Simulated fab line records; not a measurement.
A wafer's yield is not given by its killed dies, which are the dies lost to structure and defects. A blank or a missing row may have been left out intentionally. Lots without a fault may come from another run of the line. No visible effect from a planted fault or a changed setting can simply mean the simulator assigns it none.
Matching of chambers -- flow sfqLine -- SFQ_TRILAYER_I6_VIA_BARC_OPEN_VIA_ETCH_235 on rieDiel-03 has 4 sister chambers
The step etches BARC in O2, target depth 125 nm, time 41.7 s. 16 wafers are shown with their chamber, then 7 later ones without.

## WAFERS PAIRED WITH THEIR CHAMBERS
wafer,chamber,drypumpMotorCurrentA (A),runLengthS (s),biasW (W)
L493.2,1,6.5,70.5,79.84
L493.4,2,6.5,69.4,80.48
L493.6,1,6.5,70.1,80.00
L494.3,2,6.5,70.0,80.29
L494.4,3,5.2,69.4,80.25
L494.6,2,6.5,69.6,80.02
L495.1,0,5.1,70.0,80.43
L495.2,3,5.3,69.6,80.17
L495.6,0,5.1,70.2,79.95
L496.4,3,5.2,70.3,79.68
L496.5,3,5.2,69.8,79.73
L496.6,2,6.5,69.7,80.02
L497.3,3,5.3,69.6,80.44
L497.4,2,6.5,69.9,79.81
L497.6,3,5.2,69.5,79.91
L498.2,1,6.5,70.1,79.90

SIGNATURES (averages over the wafers above)
reading,chamber 0,chamber 1,chamber 2,chamber 3,scatter within a chamber
drypumpMotorCurrentA,5.100,6.500,6.500,5.233,0.0333
runLengthS,70.100,70.233,69.720,69.700,0.27
biasW,80.1900,79.9133,80.1240,80.0300,0.269
Rule: a wafer lies at a distance from a chamber equal to the root of the sum of squares, over the readings, of (its reading less the chamber's mean, divided by the reading's scatter). The wafer belongs to the nearest chamber; if the next one is less than 2 further off, it can't be placed. The scatter: the root of (the sum of the squares of (reading less its chamber's mean) over the shown wafers, divided by (wafers less chambers)).

## WAFERS MISSING THEIR CHAMBER
wafer,drypumpMotorCurrentA (A),runLengthS (s),biasW (W)
L498.3,5.2,69.6,80.01
L498.6,6.5,69.8,79.55
L511.1,5.3,69.4,79.98
L511.3,5.1,70.2,80.02
L513.2,5.2,69.7,79.60
L513.4,6.5,70.2,80.48
L513.6,5.2,69.6,79.54

## THE CHAMBER EACH PASSED THROUGH
wafer,from the rows above,in truth
L498.3,3,3
L498.6,can't be placed: 1 or 2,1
L511.1,3,3
L511.3,0,0
L513.2,3,3
L513.4,can't be placed: 1 or 2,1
L513.6,3,3
Placed correctly: 5 of 7. Can't be placed from these rows: 2 (the true chamber is among the candidates in 2). Wrongly placed: 0.
